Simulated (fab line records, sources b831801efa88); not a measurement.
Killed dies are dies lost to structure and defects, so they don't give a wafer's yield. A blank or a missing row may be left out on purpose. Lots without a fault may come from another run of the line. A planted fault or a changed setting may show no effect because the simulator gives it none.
Chamber matching | flow sky130 | SKY_VIA3_CMP_02 on cmp-01: 4 sister chambers
The step polishes SiO2. 16 wafers are shown with their chamber, then 8 later ones without.

WAFERS WITH THEIR CHAMBER
wafer  | chamber | motor_current_A (A) | retaining_ring_pressure_frac
L341.1 | 3       | 13.5                | 1.004
L341.2 | 2       | 14.6                | 0.994
L341.4 | 0       | 11.4                | 0.991
L344.1 | 3       | 13.6                | 1.000
L344.3 | 1       | 12.3                | 1.003
L344.6 | 2       | 15.9                | 0.995
L346.1 | 1       | 12.3                | 1.001
L346.3 | 0       | 11.5                | 0.997
L346.5 | 3       | 12.4                | 1.005
L354.1 | 0       | 11.9                | 0.997
L354.2 | 2       | 15.6                | 0.992
L354.4 | 1       | 12.4                | 0.997
L356.2 | 3       | 12.6                | 0.997
L356.5 | 2       | 15.0                | 1.000
L356.6 | 3       | 13.0                | 0.998
L359.3 | 2       | 15.0                | 0.989

SIGNATURES (means of the wafers above)
reading                      | chamber 0 | chamber 1 | chamber 2 | chamber 3 | scatter within a chamber
motor_current_A              | 11.600    | 12.333    | 15.220    | 13.020    | 0.444
retaining_ring_pressure_frac | 0.99500   | 1.00033   | 0.99400   | 1.00080   | 0.00365
Rule: a wafer's distance from a chamber is the root of the sum, over the readings, of the square of ((its reading less the chamber's mean) divided by the reading's scatter). The wafer belongs to the nearest chamber; if the next one is less than 2 further off, it can't be placed. The scatter: the root of (the sum of the squares of (reading less its chamber's mean) over the shown wafers, divided by (wafers less chambers)).

WAFERS WITHOUT THEIR CHAMBER
wafer  | motor_current_A (A) | retaining_ring_pressure_frac
L359.4 | 13.4                | 1.000
L359.6 | 14.7                | 0.991
L362.2 | 13.0                | 1.001
L362.4 | 14.7                | 1.004
L362.6 | 11.9                | 0.994
L363.1 | 11.8                | 1.008
L363.3 | 15.0                | 0.996
L363.4 | 12.2                | 0.999

WHICH CHAMBER EACH WENT THROUGH
wafer  | from the rows above          | in truth
L359.4 | can't be placed: 3 or 1      | 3
L359.6 | 2                            | 2
L362.2 | can't be placed: 3 or 1      | 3
L362.4 | can't be placed: 2 or 3      | 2
L362.6 | can't be placed: 0 or 1      | 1
L363.1 | can't be placed: 1 or 3 or 0 | 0
L363.3 | 2                            | 2
L363.4 | can't be placed: 1 or 0 or 3 | 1
Placed correctly: 2 of 8. Can't be placed from these rows: 6 (the true chamber is among the candidates in 6). Placed wrongly: 0.
